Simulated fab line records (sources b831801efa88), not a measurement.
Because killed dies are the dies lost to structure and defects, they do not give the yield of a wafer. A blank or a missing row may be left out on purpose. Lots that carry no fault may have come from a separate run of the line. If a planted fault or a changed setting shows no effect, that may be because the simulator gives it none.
What tool caused it? || flow sky130 || Sampling: 13 lots, 39 wafers, 4 of 708 route steps

## WHAT EACH GAUGE READ, for each wafer
SKY_PWDE_OVL_MEAS_07. Usual: PWDE_OVL 0.4 nm, standard deviation 1.2.
{"lot": "L565", "measured": "day 4 03:44", "on": "overlay-01", "PWDE_OVL (nm)": "-0.2 1.4 0.1", "flag": ""}
{"lot": "L567", "measured": "day 4 12:09", "on": "overlay-02", "PWDE_OVL (nm)": "-0.8 1.7 0.8", "flag": ""}
{"lot": "L568", "measured": "day 4 20:51", "on": "overlay-02", "PWDE_OVL (nm)": "0.4 0.0 0.1", "flag": ""}
{"lot": "L569", "measured": "day 5 02:54", "on": "overlay-01", "PWDE_OVL (nm)": "3.6 2.3 2.7", "flag": ""}
{"lot": "L570", "measured": "day 5 07:51", "on": "overlay-02", "PWDE_OVL (nm)": "0.4 0.7 0.8", "flag": ""}
{"lot": "L571", "measured": "day 5 13:19", "on": "overlay-01", "PWDE_OVL (nm)": "0.6 -0.8 -1.7", "flag": ""}
{"lot": "L572", "measured": "day 5 19:15", "on": "overlay-01", "PWDE_OVL (nm)": "0.2 -1.5 -0.5", "flag": ""}
{"lot": "L574", "measured": "day 6 02:19", "on": "overlay-02", "PWDE_OVL (nm)": "-0.6 0.5 1.5", "flag": ""}
{"lot": "L575", "measured": "day 6 09:57", "on": "overlay-01", "PWDE_OVL (nm)": "0.9 0.4 -0.2", "flag": ""}
{"lot": "L576", "measured": "day 6 15:14", "on": "overlay-01", "PWDE_OVL (nm)": "0.4 1.5 0.9", "flag": ""}
{"lot": "L577", "measured": "day 6 20:35", "on": "overlay-01", "PWDE_OVL (nm)": "0.9 0.9 -0.1", "flag": ""}
{"lot": "L586", "measured": "day 8 22:11", "on": "overlay-02", "PWDE_OVL (nm)": "-0.4 0.3 -1.5", "flag": ""}
{"lot": "L587", "measured": "day 9 16:32", "on": "overlay-01", "PWDE_OVL (nm)": "0.8 1.7 1.1", "flag": ""}

SKY_POLY_GATE_THK_MEAS_21. Usual: POLY_GATE_OXIDATION_THK 3.98 nm, standard deviation 0.067.
{"lot": "L565", "measured": "day 16 22:53", "on": "film metro-01", "POLY_GATE_OXIDATION_THK (nm)": "4.04 3.98 3.96", "flag": ""}
{"lot": "L567", "measured": "day 17 07:25", "on": "film metro-04", "POLY_GATE_OXIDATION_THK (nm)": "3.94 3.94 4.00", "flag": ""}
{"lot": "L568", "measured": "day 18 03:43", "on": "film metro-04", "POLY_GATE_OXIDATION_THK (nm)": "4.00 3.98 3.98", "flag": ""}
{"lot": "L569", "measured": "day 18 10:24", "on": "film metro-02", "POLY_GATE_OXIDATION_THK (nm)": "3.99 3.89 4.01", "flag": ""}
{"lot": "L570", "measured": "day 18 22:03", "on": "film metro-02", "POLY_GATE_OXIDATION_THK (nm)": "3.98 3.95 3.96", "flag": ""}
{"lot": "L571", "measured": "day 19 06:01", "on": "film metro-02", "POLY_GATE_OXIDATION_THK (nm)": "3.80 3.85 3.95", "flag": ""}
{"lot": "L572", "measured": "day 19 12:34", "on": "film metro-01", "POLY_GATE_OXIDATION_THK (nm)": "3.93 3.97 3.93", "flag": ""}
{"lot": "L574", "measured": "day 20 02:17", "on": "film metro-01", "POLY_GATE_OXIDATION_THK (nm)": "3.98 3.96 3.96", "flag": ""}
{"lot": "L575", "measured": "day 20 12:29", "on": "film metro-01", "POLY_GATE_OXIDATION_THK (nm)": "3.97 3.91 3.96", "flag": ""}
{"lot": "L576", "measured": "day 20 22:36", "on": "film metro-04", "POLY_GATE_OXIDATION_THK (nm)": "3.91 4.01 4.00", "flag": ""}
{"lot": "L577", "measured": "day 21 08:17", "on": "film metro-04", "POLY_GATE_OXIDATION_THK (nm)": "4.03 3.97 4.07", "flag": ""}
{"lot": "L586", "measured": "day 24 12:16", "on": "film metro-02", "POLY_GATE_OXIDATION_THK (nm)": "4.04 4.07 4.07", "flag": ""}
{"lot": "L587", "measured": "day 25 10:16", "on": "film metro-02", "POLY_GATE_OXIDATION_THK (nm)": "4.03 3.90 3.88", "flag": ""}

SKY_LI_CONTACT_THK_MEAS_23: measures by xrf. Usual: LI_CONTACT_W_THK 423 nm, standard deviation 7.3.
{"lot": "L565", "measured": "day 29 16:12", "on": "film metro-04", "LI_CONTACT_W_THK (nm)": "433 435 433", "flag": ""}
{"lot": "L567", "measured": "day 30 00:09", "on": "film metro-02", "LI_CONTACT_W_THK (nm)": "417 431 418", "flag": ""}
{"lot": "L568", "measured": "day 30 20:39", "on": "film metro-02", "LI_CONTACT_W_THK (nm)": "430 434 417", "flag": ""}
{"lot": "L569", "measured": "day 31 00:59", "on": "film metro-02", "LI_CONTACT_W_THK (nm)": "430 428 411", "flag": ""}
{"lot": "L570", "measured": "day 31 09:22", "on": "film metro-01", "LI_CONTACT_W_THK (nm)": "414 421 416", "flag": ""}
{"lot": "L571", "measured": "day 31 21:35", "on": "film metro-04", "LI_CONTACT_W_THK (nm)": "411 419 418", "flag": ""}
{"lot": "L572", "measured": "day 32 01:15", "on": "film metro-04", "LI_CONTACT_W_THK (nm)": "438 434 423", "flag": ""}
{"lot": "L574", "measured": "day 32 13:08", "on": "film metro-04", "LI_CONTACT_W_THK (nm)": "429 430 418", "flag": ""}
{"lot": "L575", "measured": "day 32 21:48", "on": "film metro-04", "LI_CONTACT_W_THK (nm)": "416 425 432", "flag": ""}
{"lot": "L576", "measured": "day 33 03:25", "on": "film metro-04", "LI_CONTACT_W_THK (nm)": "420 412 413", "flag": ""}
{"lot": "L577", "measured": "day 33 15:07", "on": "film metro-02", "LI_CONTACT_W_THK (nm)": "424 427 435", "flag": ""}
{"lot": "L586", "measured": "day 36 07:12", "on": "film metro-02", "LI_CONTACT_W_THK (nm)": "428 429 430", "flag": ""}
{"lot": "L587", "measured": "day 37 05:46", "on": "film metro-04", "LI_CONTACT_W_THK (nm)": "422 432 415", "flag": ""}

## WHAT TOOL EACH LOT RAN ON (gives the tool, then ch and the chambers of the sampled wafers, and finally the start)
{"lot": "L565", "SKY_LDD_HVN_EXPOSE_04": "iline stepper-02 ch 0, day 20 03:51"}
{"lot": "L567", "SKY_LDD_HVN_EXPOSE_04": "iline stepper-01 ch 0, day 20 13:48"}
{"lot": "L568", "SKY_LDD_HVN_EXPOSE_04": "iline stepper-01 ch 0, day 21 12:41"}
{"lot": "L569", "SKY_LDD_HVN_EXPOSE_04": "iline stepper-02 ch 0, day 21 18:20"}
{"lot": "L570", "SKY_LDD_HVN_EXPOSE_04": "iline stepper-01 ch 0, day 22 04:36"}
{"lot": "L571", "SKY_LDD_HVN_EXPOSE_04": "iline stepper-02 ch 0, day 22 15:06"}
{"lot": "L572", "SKY_LDD_HVN_EXPOSE_04": "iline stepper-01 ch 0, day 22 19:52"}
{"lot": "L574", "SKY_LDD_HVN_EXPOSE_04": "iline stepper-02 ch 0, day 23 08:15"}
{"lot": "L575", "SKY_LDD_HVN_EXPOSE_04": "iline stepper-02 ch 0, day 23 18:59"}
{"lot": "L576", "SKY_LDD_HVN_EXPOSE_04": "iline stepper-02 ch 0, day 24 04:15"}
{"lot": "L577", "SKY_LDD_HVN_EXPOSE_04": "iline stepper-02 ch 0, day 24 15:44"}
{"lot": "L586", "SKY_LDD_HVN_EXPOSE_04": "iline stepper-02 ch 0, day 27 14:56"}
{"lot": "L587", "SKY_LDD_HVN_EXPOSE_04": "iline stepper-01 ch 0, day 28 13:52"}
- SKY_LDD_HVN_EXPOSE_04: exposes mask HVNTM, target cd 700 nm.

## WHAT THE TOOLS THEMSELVES READ (means of the sampled wafers that have a number; where no wafer has one, the mark that the record gives instead)
The record holds no such reading with a usual standard deviation.

## THE ANSWER, worked out from the rows above alone
Rule: a lot is off if the mean of its wafers that have a number lies more than 3 standard deviations from the usual mean. A lot without any number at a reading at which 4 lots or more have one is off too. Any other lot the step has rows for is counted as sound. After the gauges, taken in route order, come the tools' own readings; for these a lot's mean is taken, as printed above. The first step at which some lot is off is used, and at that step the reading that is off furthest; a lot without a number counts as furthest.
Nothing can be told from this: no lot is off at any reading shown.

## WHAT WAS PUT IN BY THE SIMULATOR
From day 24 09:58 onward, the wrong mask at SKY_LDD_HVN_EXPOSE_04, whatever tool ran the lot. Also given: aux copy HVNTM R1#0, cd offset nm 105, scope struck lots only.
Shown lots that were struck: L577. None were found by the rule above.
